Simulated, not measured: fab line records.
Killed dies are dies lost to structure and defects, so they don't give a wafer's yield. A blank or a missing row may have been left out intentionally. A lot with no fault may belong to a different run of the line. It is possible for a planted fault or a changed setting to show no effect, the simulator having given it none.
Which tool did it? / flow gf180mcu / 19 wafers from 7 lots sampled at 3 of the route's 602 steps

## WHAT EACH GAUGE READ, for each wafer
GF_PSD_RS_MEAS_14: the measuring method here is four-point-probe.
lot=L573; measured=day 15 04:31; on=film-metro-01; NSD_RS (ohm/sq)=46.13 46.10 46.26
lot=L576; measured=day 16 04:38; on=film-metro-02; NSD_RS (ohm/sq)=46.03 46.12 46.01
lot=L578; measured=day 16 19:11; on=film-metro-02; NSD_RS (ohm/sq)=46.16 46.11 46.19
lot=L583; measured=day 18 21:20; on=film-metro-01; NSD_RS (ohm/sq)=44.78 44.66
lot=L586; measured=day 19 19:13; on=film-metro-01; NSD_RS (ohm/sq)=44.88 44.89
lot=L591; measured=day 22 01:07; on=film-metro-02; NSD_RS (ohm/sq)=45.99 45.96 46.04
lot=L593; measured=day 22 06:35; on=film-metro-01; NSD_RS (ohm/sq)=46.08 46.06 46.20

## TOOL THAT RAN EACH LOT (tool first, then ch and the chambers of the sampled wafers, then the start)
lot=L573; GF_VT_IMPLANT_RTA_45=rtp-anneal-01 ch 0, day 8 08:03; GF_PSD_RTA_13=rtp-anneal-02 ch 0, day 15 04:26
lot=L576; GF_VT_IMPLANT_RTA_45=rtp-anneal-02 ch 0, day 9 02:45; GF_PSD_RTA_13=rtp-anneal-01 ch 0, day 16 04:32
lot=L578; GF_VT_IMPLANT_RTA_45=rtp-anneal-01 ch 0, day 9 14:51; GF_PSD_RTA_13=rtp-anneal-01 ch 0, day 16 19:05
lot=L583; GF_VT_IMPLANT_RTA_45=rtp-anneal-01 ch 0, day 11 06:26; GF_PSD_RTA_13=rtp-anneal-02 ch 0, day 18 21:14
lot=L586; GF_VT_IMPLANT_RTA_45=rtp-anneal-02 ch 0, day 11 21:44; GF_PSD_RTA_13=rtp-anneal-02 ch 0, day 19 19:06
lot=L591; GF_VT_IMPLANT_RTA_45=rtp-anneal-01 ch 0, day 13 19:26; GF_PSD_RTA_13=rtp-anneal-01 ch 0, day 22 01:01
lot=L593; GF_VT_IMPLANT_RTA_45=rtp-anneal-01 ch 0, day 14 01:11; GF_PSD_RTA_13=rtp-anneal-01 ch 0, day 22 06:29
- GF_VT_IMPLANT_RTA_45: time 30 s.
- GF_PSD_RTA_13: time 20 s.

## THE ANSWER, worked out from the rows above alone
Rule: the lots themselves supply what counts as usual. Put in order of their means at a reading, lots are off if they are a third of the lots or fewer, leave a main group of 4 or more, and stand apart from it by a gap of 3 or more times the standard deviation of the main group's means; of several such gaps the widest counts. A main group is skipped when, at the precision printed for the reading in the tables above, its means are all equal. Also off: a lot with no number at a reading for which 4 or more lots have one. Where the step has rows for the other lots, those lots are counted as sound.
Off: at GF_PSD_RS_MEAS_14 (NSD_RS), L583, L586. The main group has a mean of 46.10 ohm/sq with a standard deviation of 0.063.
If a tool, at a process step before that reading, ran all the lots that are off and no sound lot after the first of them, it fits. Gauges at GF_PSD_RS_MEAS_14: tried the same way as those tools. One candidate fits, namely rtp-anneal-02 at GF_PSD_RTA_13. Its last sound lot is L573 (day 15 04:26), its first lot that is off L583 (day 18 21:14): a fault that began between those two fits.

## WHAT THE SIMULATOR HAD INSERTED
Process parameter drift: rtp-anneal-02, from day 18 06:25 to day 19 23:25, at GF_PSD_RTA_13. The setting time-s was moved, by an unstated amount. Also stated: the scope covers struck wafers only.
Struck lots among those shown: L583, L586. The rule above found the same.
